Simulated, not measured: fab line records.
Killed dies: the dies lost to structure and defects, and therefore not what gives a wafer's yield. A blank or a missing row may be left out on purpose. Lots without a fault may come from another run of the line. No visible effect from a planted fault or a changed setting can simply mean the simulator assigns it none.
fab line records    flow sky130
[record] lots = 5  wafers = 15  last_day = 50
route steps=708 shown VIA3@585 METAL4@598
lots with no fault: from the same line, run without faults
start_h: hours from the record's opening day to when the first of the lot's shown wafers began    wait_h: hours elapsed since this lot's preceding step    " same as the row above    L1.1+2: several wafers, shown together as one row    - either no value or no given start    * or withheld: withheld    < > ~ a bound
route shown NAME@n: NAME is a module with steps in the file, n the number in the route of the first one    usual: the fault-free wafers' mean and standard deviation    same: alike in all rows    chamber/n: place in a boat    sites: each site's reading    _std_site: their standard deviation    _edge_site: the outer-site mean with the inner-site mean subtracted    radius_mm: how far each site lies from the wafer's centre    mask NAME#n: copy n    behind: the most recent tool/chamber to have shaped the wafer    hold: cause of the lot's hold/its duration in hours/its outcome    device: transistor that didn't switch, given as n, p or np    end of line: the route-end tests of the same wafers    for a step that has no rows: nothing shown but its recipe    killed: dies lost to structure and defects at the first sort, not the wafer's yield    map: dies across one wafer; x = killed, . = not, _ = none there
set.NAME: the setting as run; set.NAME@STEP: as run at that earlier step    model.NAME: the simulator's own value behind a step, which no gauge read
lots at selected steps of the route; one table per step, one row per wafer
services: a tool's chamber out of use, with start hour (start_h, from the record's first day; less than 0 if before it), hours out, and reason
[[steps]]
[step SKY_VIA3_CD_MEAS_12]
[recipe] target_cd_nm = 200
[usual] cd_nm = 199.6/1.6
lot.wafer  tool       chamber  start_h  wait_h  cd_nm
L577.1     cd_sem-01  -        971.25   -       197.8
L577.3     "          -        "        "       198.7
L577.6     "          -        "        "       198.5
L578.1     cd_sem-02  -        983.00   -       198.2
L578.2     "          -        "        "       198.6
L578.6     "          -        "        "       197.2
L580.1     cd_sem-02  -        998.25   -       202.3
L580.4     "          -        "        "       202.2
L580.6     "          -        "        "       203.5
L587.1     cd_sem-01  -        1047.98  -       199.7
L587.3     "          -        "        "       199.2
L587.4     "          -        "        "       200.2
L590.3     cd_sem-02  -        1061.79  -       201.3
L590.5     "          -        "        "       200.7
L590.6     "          -        "        "       200.0
[step SKY_VIA3_OVL_MEAS_13]
[usual] VIA3_OVL = -6/5.4
lot.wafer  tool        chamber  start_h  wait_h  VIA3_OVL[nm]
L577.1     overlay-01  -        971.37   0.1     -8
L577.3     "           -        "        "       0
L577.6     "           -        "        "       4
L578.1     overlay-01  -        983.12   0.1     -1
L578.2     "           -        "        "       -6
L578.6     "           -        "        "       -12
L580.1     overlay-02  -        998.37   0.1     2
L580.4     "           -        "        "       -7
L580.6     "           -        "        "       -12
L587.1     overlay-02  -        1048.10  0.1     0
L587.3     "           -        "        "       -5
L587.4     "           -        "        "       5
L590.3     overlay-02  -        1061.88  0.1     -2
L590.5     "           -        "        "       1
L590.6     "           -        "        "       -7
[step SKY_VIA3_ETCH_14]
[recipe] chemistry = N2/H2  target = BARC  ion_energy_ev = 200  source_w = 500  bias_w = 100  pressure_mtorr = 30  n2_flow_sccm = 100  h2_flow_sccm = 200  stop_on = SiO2  time_s = 45.9  target_depth_a = 600
[usual] bias_w = 100.0/0.31  drypump_motor_current_A = 5.7/0.43  oes_product_au = 0.856/0.0049  throttle_valve_pct = 13.225/0.0088
lot.wafer  tool         chamber  start_h  wait_h  bias_w  drypump_motor_current_A  oes_product_au  rf_hours_counter_h  throttle_valve_pct
L577.1     rie_diel-04  0        971.41   0.0     100.1   5.7                      0.848           17                  13.216
L577.3     "            2        "        "       99.4    6.3                      0.852           18                  13.212
L577.6     "            3        "        "       99.9    5.9                      0.853           -                   13.220
L578.1     rie_diel-03  0        983.16   0.0     99.9    5.7                      0.855           15                  13.223
L578.2     "            3        "        "       99.8    4.7                      0.854           17                  13.215
L578.6     "            1        "        "       99.9    5.5                      0.855           -                   13.218
L580.1     rie_diel-02  3        998.40   0.0     100.0   5.7                      0.855           10                  13.223
L580.4     "            1        "        "       100.2   5.6                      0.851           13                  13.243
L580.6     "            2        "        "       100.2   5.3                      0.854           -                   13.233
L587.1     rie_diel-03  3        1048.14  0.0     100.3   4.7                      0.860           19                  13.232
L587.3     "            0        "        "       100.3   5.7                      0.858           17                  13.219
L587.4     "            1        "        "       99.9    5.5                      0.857           24                  13.210
L590.3     rie_diel-04  2        1061.90  0.0     100.6   6.3                      0.861           22                  13.220
L590.5     "            1        "        "       99.8    6.3                      0.857           -                   13.222
L590.6     "            2        "        "       99.7    6.3                      0.857           -                   13.234
[step SKY_VIA3_ETCH_15]
[recipe] target = SiO2  chemistry = C4F8/O2/Ar  target_depth_nm = 507  stop_on = TiN  mask_material = KrF-thick  source_w = 1500  bias_w = 1173  pressure_mtorr = 40  c4f8_flow_sccm = withheld  O2_flow_sccm = 6  Ar_flow_sccm = 300  time_s = 78
[step SKY_VIA3_STRIP_16]
[recipe] chemistry = O2/N2  power_w = 1400  pressure_mtorr = 1500  platen_temp_c = withheld  o2_flow_sccm = 3000  n2_flow_sccm = 300  overash_fraction = 0.5
[usual] drypump_motor_current_A = 5.7/0.47  oes_product_au = 0.403/0.0047  strip_time_to_endpoint_s = 4.15/0.037
lot.wafer  tool             chamber  start_h  wait_h  drypump_motor_current_A  oes_product_au  rf_hours_counter_h  strip_time_to_endpoint_s
L577.1     plasma_asher-01  1        971.51   0.0     5.4                      0.401           23                  4.13
L577.3     "                0        "        "       6.4                      0.399           -                   4.16
L577.6     "                0        "        "       6.4                      0.396           -                   4.19
L578.1     plasma_asher-03  0        983.26   0.0     5.1                      0.403           122                 4.18
L578.2     "                1        "        "       6.0                      0.402           122                 4.14
L578.6     "                0        "        "       5.1                      0.403           -                   4.12
L580.1     plasma_asher-01  0        998.50   0.0     6.3                      0.401           27                  4.19
L580.4     "                1        "        "       5.4                      0.402           -                   4.20
L580.6     "                0        "        "       6.4                      0.399           -                   4.20
L587.1     plasma_asher-02  1        1048.24  0.0     5.8                      0.403           53                  4.14
L587.3     "                0        "        "       5.6                      0.395           -                   4.16
L587.4     "                1        "        "       5.8                      0.407           -                   4.14
L590.3     plasma_asher-01  1        1062.04  0.1     5.4                      0.400           -                   4.20
L590.5     "                0        "        "       6.3                      0.400           -                   4.16
L590.6     "                1        "        "       5.4                      0.403           -                   4.20
[step SKY_VIA3_STRIP_17]
[recipe] chemistry = post_etch_residue_remover  time_s = 1200  temp_c = 72.5
[step SKY_VIA3_CLEAN_18]
[recipe] chemistry = IPA  time_s = 180  temp_c = 25
[step SKY_VIA3_CLEAN_19]
[recipe] chemistry = O3/DIW  dry = n2_spin
[step SKY_VIA3_SPUTTER_20]
[recipe] material = TiN  target_thk_nm = 20  chamber_pressure_pa = 5  power_w = 4000  time_s = 80
[usual] throttle_valve_pct = 29.9/0.65
lot.wafer  tool            chamber  start_h  wait_h  throttle_valve_pct
L577.1     pvd_sputter-02  -        972.17   0.0     30.2
L577.3     "               -        "        "       30.6
L577.6     "               -        "        "       31.1
L578.1     pvd_sputter-02  -        983.88   0.0     30.3
L578.2     "               -        "        "       30.9
L578.6     "               -        "        "       30.4
L580.1     pvd_sputter-02  -        999.10   0.0     31.1
L580.4     "               -        "        "       30.3
L580.6     "               -        "        "       30.0
L587.1     pvd_sputter-03  -        1048.86  0.0     30.6
L587.3     "               -        "        "       29.7
L587.4     "               -        "        "       29.5
L590.3     pvd_sputter-02  -        1062.60  0.0     30.6
L590.5     "               -        "        "       30.4
L590.6     "               -        "        "       30.9
[step SKY_VIA3_CVD_21]
[recipe] material = W  target_thk_nm = 390  time_s = 117.31  temp_c = 400  pressure_torr = 40
[usual] heater_power_w = 966/85
lot.wafer  tool      chamber  start_h  wait_h  heater_power_w
L577.1     cvd_w-01  1        972.24   0.0     894
L577.3     "         1        "        "       898
L577.6     "         1        "        "       902
L578.1     cvd_w-02  0        983.95   0.0     1061
L578.2     "         1        "        "       947
L578.6     "         0        "        "       1093
L580.1     cvd_w-02  1        999.16   0.0     948
L580.4     "         1        "        "       943
L580.6     "         1        "        "       954
L587.1     cvd_w-02  1        1048.92  0.0     957
L587.3     "         1        "        "       974
L587.4     "         0        "        "       1094
L590.3     cvd_w-01  0        1062.70  0.1     852
L590.5     "         0        "        "       836
L590.6     "         1        "        "       906
[step SKY_VIA3_RS_MEAS_22]
[recipe] thk_meas_gauge = four-point-probe  reads = W_of_VIA3_CVD_21+TiN_of_VIA3_SPUTTER_20
[usual] VIA3_W_RS = 0.292/0.0061
lot.wafer  tool           chamber  start_h  wait_h  VIA3_W_RS[ohm/sq]
L577.1     film_metro-04  -        972.36   0.1     0.300
L577.3     "              -        "        "       0.296
L577.6     "              -        "        "       0.297
L578.1     film_metro-04  -        984.07   0.1     0.282
L578.2     "              -        "        "       0.291
L578.6     "              -        "        "       0.284
L580.1     film_metro-01  -        999.28   0.1     0.289
L580.4     "              -        "        "       0.289
L580.6     "              -        "        "       0.289
L587.1     film_metro-03  -        1049.05  0.1     0.293
L587.3     "              -        "        "       0.292
L587.4     "              -        "        "       0.287
L590.3     film_metro-04  -        1062.83  0.1     0.298
L590.5     "              -        "        "       0.295
L590.6     "              -        "        "       0.291
[step SKY_VIA3_THK_MEAS_23]
[recipe] thk_meas_gauge = xrf  reads = W_of_VIA3_CVD_21
[usual] VIA3_W_THK = 386/7.3
lot.wafer  tool           chamber  start_h  wait_h  VIA3_W_THK[nm]
L577.1     film_metro-04  -        972.48   0.1     375
L577.3     "              -        "        "       378
L577.6     "              -        "        "       378
L578.1     film_metro-04  -        984.19   0.1     397
L578.2     "              -        "        "       385
L578.6     "              -        "        "       397
L580.1     film_metro-01  -        999.40   0.1     386
L580.4     "              -        "        "       386
L580.6     "              -        "        "       386
L587.1     film_metro-03  -        1049.17  0.1     389
L587.3     "              -        "        "       388
L587.4     "              -        "        "       396
L590.3     film_metro-04  -        1062.93  0.1     376
L590.5     "              -        "        "       382
L590.6     "              -        "        "       386
[step SKY_VIA3_CMP_24]
[recipe] stop_on = SiO2  t_overpolish_s = 20  down_force_psi = 3.5  platen_rpm = 61.08  target_thk_nm = 0  pad_velocity_m_s = 0.94248
[usual] head_pressure_psi = 3.499/0.0074  motor_current_A = 11.3/1.7  overpolish_run_s = 20.000/0.0089  retaining_ring_pressure_frac = 1.000/0.0045  time_to_endpoint_s = 92/6.6
lot.wafer  tool    chamber  start_h  wait_h  head_pressure_psi  motor_current_A  overpolish_run_s  retaining_ring_pressure_frac  time_to_endpoint_s
L577.1     cmp-02  3        972.59   0.1     3.499              12.6             19.999            1.006                         93
L577.3     "       0        "        "       3.514              10.5             20.001            1.007                         82
L577.6     "       3        "        "       3.495              12.7             19.993            0.999                         96
L578.1     cmp-01  1        984.25   0.1     3.494              10.5             19.997            0.994                         92
L578.2     "       2        "        "       3.500              12.3             19.988            0.996                         100
L578.6     "       2        "        "       3.515              11.7             19.982            0.996                         102
L580.4     cmp-01  2        999.46   0.0     3.507              11.9             20.002            0.993                         99
L580.1     "       1        "        "       3.499              9.9              20.006            0.996                         90
L580.6     "       2        "        "       3.501              11.9             19.996            1.008                         100
L587.1     cmp-02  3        1049.23  0.1     3.491              13.4             20.011            1.005                         89
L587.3     "       0        "        "       3.502              10.7             0.045             1.004                         149
L587.4     "       2        "        "       3.496              13.7             20.006            0.998                         87
L590.3     cmp-01  0        1063.33  0.4     3.497              12.3             20.008            0.999                         93
L590.5     "       2        "        "       3.494              11.9             19.988            1.005                         98
L590.6     "       3        "        "       3.488              8.7              19.989            1.004                         99
[step SKY_METAL4_SPUTTER_00]
[recipe] material = Ti  target_thk_nm = 15  power_w = 3000  time_s = 10  chamber_pressure_pa = 0.4
[usual] throttle_valve_pct = 29.5/0.67
lot.wafer  tool            chamber  start_h  wait_h  throttle_valve_pct
L577.1     pvd_sputter-03  -        972.84   0.2     29.0
L577.3     "               -        "        "       30.9
L577.6     "               -        "        "       30.4
L578.1     pvd_sputter-03  -        984.55   0.2     29.2
L578.2     "               -        "        "       29.7
L578.6     "               -        "        "       29.9
L580.1     pvd_sputter-01  -        999.76   0.1     28.5
L580.4     "               -        "        "       29.0
L580.6     "               -        "        "       30.5
L587.1     pvd_sputter-03  -        1049.53  0.2     29.9
L587.4     "               -        "        "       29.7
L590.3     pvd_sputter-04  -        1063.53  0.1     29.4
L590.5     "               -        "        "       29.5
L590.6     "               -        "        "       29.1
[[services]]
tool             chamber  start_h  hours  kind
rie_diel-02      -        952.03   15.6   pm
cmp-01           -        954.70   3.9    repair
cmp-01           -        957.42   3.1    repair
rie_diel-04      1        962.97   -      clean
rie_diel-04      1        962.97   18.3   scheduled_down
rie_diel-04      1        962.97   18.3   vent_cycle
cmp-01           -        970.01   12.1   pm
pvd_sputter-01   -        972.30   1.1    repair
plasma_asher-02  -        975.36   0.6    repair
cvd_w-01         -        983.00   0.6    repair
cmp-02           -        983.78   2.5    repair
rie_diel-04      0        983.83   3.4    repair
pvd_sputter-03   -        998.02   3.0    repair
pvd_sputter-03   -        1011.24  1.3    repair
plasma_asher-01  -        1017.71  6.1    repair
cmp-02           -        1033.75  1.2    repair
pvd_sputter-02   -        1034.83  4.2    repair
pvd_sputter-04   -        1037.13  13.5   repair
cvd_w-01         0        1040.62  5.9    repair
rie_diel-02      1        1040.84  7.5    repair
cmp-02           -        1044.77  0.7    repair
cmp-02           -        1053.52  14.0   pm
plasma_asher-03  -        1055.34  9.0    pm
rie_diel-04      -        1055.89  2.8    pm
[[key]]
[first_sign] step = SKY_VIA3_CMP_24  reading = overpolish_run_s  direction = down  sigmas = 99+  usual = 20.000  struck = 0.045
[effect] step = SKY_VIA3_CMP_24  reading = time_to_endpoint_s  direction = up  sigmas = 8.5  usual = *  struck = *
met_at SKY_VIA3_CMP_24
struck_wafers L587.3
later_rows_left_out L587.3
sort_left_out L587.3
onset_between 972.59 1049.23
[fault] kind = process_parameter_drift  tool = cmp-02  chamber = 0  onset_h = 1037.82  steps = SKY_VIA3_CMP_24  channel = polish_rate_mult  offset = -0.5  shape = step  end_h = 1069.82
// sort_left_out: the simulated sort isn't trusted on such a fault, so these wafers' sort isn't shown, and their yield isn't known
// later_rows_left_out: the simulator's readings of these wafers behind a module that went badly wrong aren't trusted and aren't shown, but for the sort
